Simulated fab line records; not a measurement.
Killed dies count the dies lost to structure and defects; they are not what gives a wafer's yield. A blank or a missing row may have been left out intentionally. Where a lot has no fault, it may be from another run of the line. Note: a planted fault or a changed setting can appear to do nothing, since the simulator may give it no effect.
Which tool was responsible? ; flow sky130 ; 12 lots, 36 wafers sampled, at 5 steps of a route of 708

WHAT THE GAUGES READ, wafer by wafer
SKY_LDD_LDN_TW_MEAS_13.
lot;measured;on;LDD_LDN_TW
L826;day 23 18:01;film-metro-02;1472 1475 1474
L825;day 24 00:27;film-metro-02;1484 1485 1483
L827;day 24 07:43;film-metro-02;1476 1487 1493
L828;day 24 16:46;film-metro-02;1491 1476 1482
L833;day 31 09:22;film-metro-02;1490 1489 1491
L840;day 31 10:37;film-metro-01;1483 1487 1485
L832;day 31 11:56;film-metro-01;1484 1485 1474
L838;day 31 13:48;film-metro-02;1485 1489 1495
L841;day 31 14:23;film-metro-02;1496 1493 1489
L843;day 31 15:14;film-metro-02;1484 1496 1485
L844;day 31 15:19;film-metro-01;1488 1480 1491
L839;day 31 18:47;film-metro-01;1486 1488 1488

SKY_SD_N_CD_MEAS_07: target cd 380 nm.
lot;measured;on;cd-nm (nm)
L826;day 29 03:44;cd-sem-02;383.6 382.9 382.7
L825;day 29 04:41;cd-sem-01;- - -
L827;day 29 05:14;cd-sem-01;- - -
L828;day 29 11:08;cd-sem-01;- - -
L833;day 35 19:35;cd-sem-02;374.1 375.1 377.8
L840;day 35 21:17;cd-sem-02;383.1 382.1 380.4
L832;day 35 23:19;cd-sem-01;381.4 380.2 379.9
L838;day 36 00:33;cd-sem-02;381.5 378.1 380.1
L841;day 36 01:54;cd-sem-02;379.0 378.8 377.6
L843;day 36 02:48;cd-sem-02;375.0 375.9 374.3
L844;day 36 02:59;cd-sem-02;379.9 382.2 379.3
L839;day 36 06:10;cd-sem-02;382.0 379.7 379.5

WHICH TOOL RAN EACH LOT (tool, then ch and the chambers of the sampled wafers, then the start)
lot;SKY_LDD_LDN_STRIP_12;SKY_POLY_CUT_ETCH_11;SKY_SD_N_COAT_02
L826;plasma-asher-03 ch 0,1, day 23 17:55;rie-diel-01 ch 0,2, day 25 13:59;litho-track-02 ch 0, day 28 12:14
L825;plasma-asher-03 ch 0,1, day 24 00:21;rie-diel-01 ch 0,2,3, day 25 14:22;litho-track-01, day 28 13:49
L827;plasma-asher-04 ch 0,1, day 24 07:37;rie-diel-03 ch 1,3, day 25 15:23;litho-track-02, day 28 14:38
L828;plasma-asher-04 ch 0,1, day 24 16:40;rie-diel-01 ch 1,2, day 25 22:32;litho-track-01, day 28 22:14
L833;plasma-asher-04 ch 0,1, day 31 09:16;rie-diel-04 ch 1,2,3, day 32 15:41;litho-track-03 ch 0, day 35 07:08
L840;plasma-asher-03 ch 0,1, day 31 10:31;rie-diel-04 ch 0,3, day 32 16:23;litho-track-01 ch 0, day 35 08:11
L832;plasma-asher-03 ch 0,1, day 31 11:49;rie-diel-03 ch 1,2,3, day 32 17:17;litho-track-02 ch 0, day 35 09:28
L838;plasma-asher-01 ch 0,1, day 31 13:42;rie-diel-01 ch 0,1,2, day 32 19:11;litho-track-02 ch 0, day 35 10:46
L841;plasma-asher-01 ch 0,1, day 31 14:16;rie-diel-01 ch 2,3, day 32 19:47;litho-track-01 ch 0, day 35 12:01
L843;plasma-asher-01 ch 0, day 31 15:04;rie-diel-04 ch 0,1,2, day 32 20:11;litho-track-03 ch 0, day 35 12:31
L844;plasma-asher-03 ch 0,1, day 31 15:13;rie-diel-01 ch 2,3, day 32 20:32;litho-track-01 ch 0, day 35 12:53
L839;plasma-asher-01 ch 0,1, day 31 18:43;rie-diel-03 ch 2,3, day 32 23:41;litho-track-02 ch 0, day 35 17:08
- SKY_LDD_LDN_STRIP_12: strips in O2/N2.
- SKY_POLY_CUT_ETCH_11: etches Si3N4 in CF4/CH2F2/Ar, stops on poly-Si, time 42.5 s, target depth 60 nm.
- SKY_SD_N_COAT_02: resist thk 1140 nm.

WHAT THE TOOLS THEMSELVES READ (means of the sampled wafers that have a number; where no wafer has one, the mark that the record gives instead)
SKY_LDD_LDN_STRIP_12.
lot;tool;drypump-motor-current-A (A);n2-flow-sccm (sccm);oes-product-au (a.u.);strip-time-to-endpoint-s (s)
L826;plasma-asher-03;5.6;300.5;0.712;14.18
L825;plasma-asher-03;5.6;300.3;0.717;14.19
L827;plasma-asher-04;5.7;301.1;0.712;14.27
L828;plasma-asher-04;5.7;300.1;0.716;14.16
L833;plasma-asher-04;5.7;299.8;0.717;14.21
L840;plasma-asher-03;5.6;300.4;0.717;14.19
L832;plasma-asher-03;5.6;299.7;0.716;14.16
L838;plasma-asher-01;5.5;300.9;0.712;14.12
L841;plasma-asher-01;5.5;299.7;0.717;14.25
L843;plasma-asher-01;4.7;299.5;0.716;14.13
L844;plasma-asher-03;5.6;300.9;0.715;14.15
L839;plasma-asher-01;5.1;299.7;0.716;14.21

SKY_POLY_CUT_ETCH_11.
lot;tool;drypump-motor-current-A (A);oes-product-au (a.u.);rf-fwd-power-W (W);throttle-valve-pct (%)
L826;rie-diel-01;6.4;0.829;593.9;14.990
L825;rie-diel-01;6.1;0.830;594.1;14.992
L827;rie-diel-03;5.4;0.815;594.6;14.995
L828;rie-diel-01;6.2;0.831;594.9;14.998
L833;rie-diel-04;5.8;0.828;593.9;14.990
L840;rie-diel-04;5.7;0.832;595.0;14.995
L832;rie-diel-03;5.4;0.826;595.7;14.993
L838;rie-diel-01;6.1;0.831;592.6;14.993
L841;rie-diel-01;6.1;0.828;596.7;14.988
L843;rie-diel-04;5.7;0.833;591.6;14.988
L844;rie-diel-01;5.8;0.831;593.8;14.998
L839;rie-diel-03;5.8;0.834;596.4;14.997

SKY_SD_N_COAT_02.
lot;tool;chill-plate-temp-C (C);dispense-pressure-kPa (kPa)
L826;litho-track-02;23.08;45.4
L825;litho-track-01;-;-
L827;litho-track-02;-;-
L828;litho-track-01;-;-
L833;litho-track-03;22.84;46.0
L840;litho-track-01;23.14;49.2
L832;litho-track-02;22.76;45.4
L838;litho-track-02;22.92;45.4
L841;litho-track-01;22.88;49.3
L843;litho-track-03;23.03;45.9
L844;litho-track-01;22.96;49.2
L839;litho-track-02;23.08;45.4

THE ANSWER, worked out from the rows above alone
Rule: what is usual is taken from the lots themselves. Put in order of their means at a reading, lots are off if they are a third of the lots or fewer, leave a main group of 4 or more, and stand apart from it by a gap of 3 or more times the standard deviation of the main group's means; of several such gaps the widest counts. A main group whose means are all the same, to the digits that the tables above print for the reading, isn't used. A lot without any number at a reading at which 4 lots or more have one is off too. The other lots that the step has rows for count as sound. First the gauges in route order, then the tools' own readings, where a lot's mean is used as printed above. The first step at which some lot is off is used, and at that step the reading that is off furthest; a lot without a number counts as furthest.
Off at SKY_SD_N_CD_MEAS_07 (cd-nm): L825, L827, L828. Without a number there: L825, L827, L828. Mean 379.5 nm and standard deviation 2.5 in the main group.
A tool fits if, at a process step before that reading, it ran every lot that is off, and no sound lot after the first of them. Not tried: the gauges at SKY_SD_N_CD_MEAS_07; whatever is off there is also off at SKY_SD_N_COAT_02, on other tools, and gauge error can't account for it. None of those tried fits.

WHAT THE SIMULATOR HAD INSERTED
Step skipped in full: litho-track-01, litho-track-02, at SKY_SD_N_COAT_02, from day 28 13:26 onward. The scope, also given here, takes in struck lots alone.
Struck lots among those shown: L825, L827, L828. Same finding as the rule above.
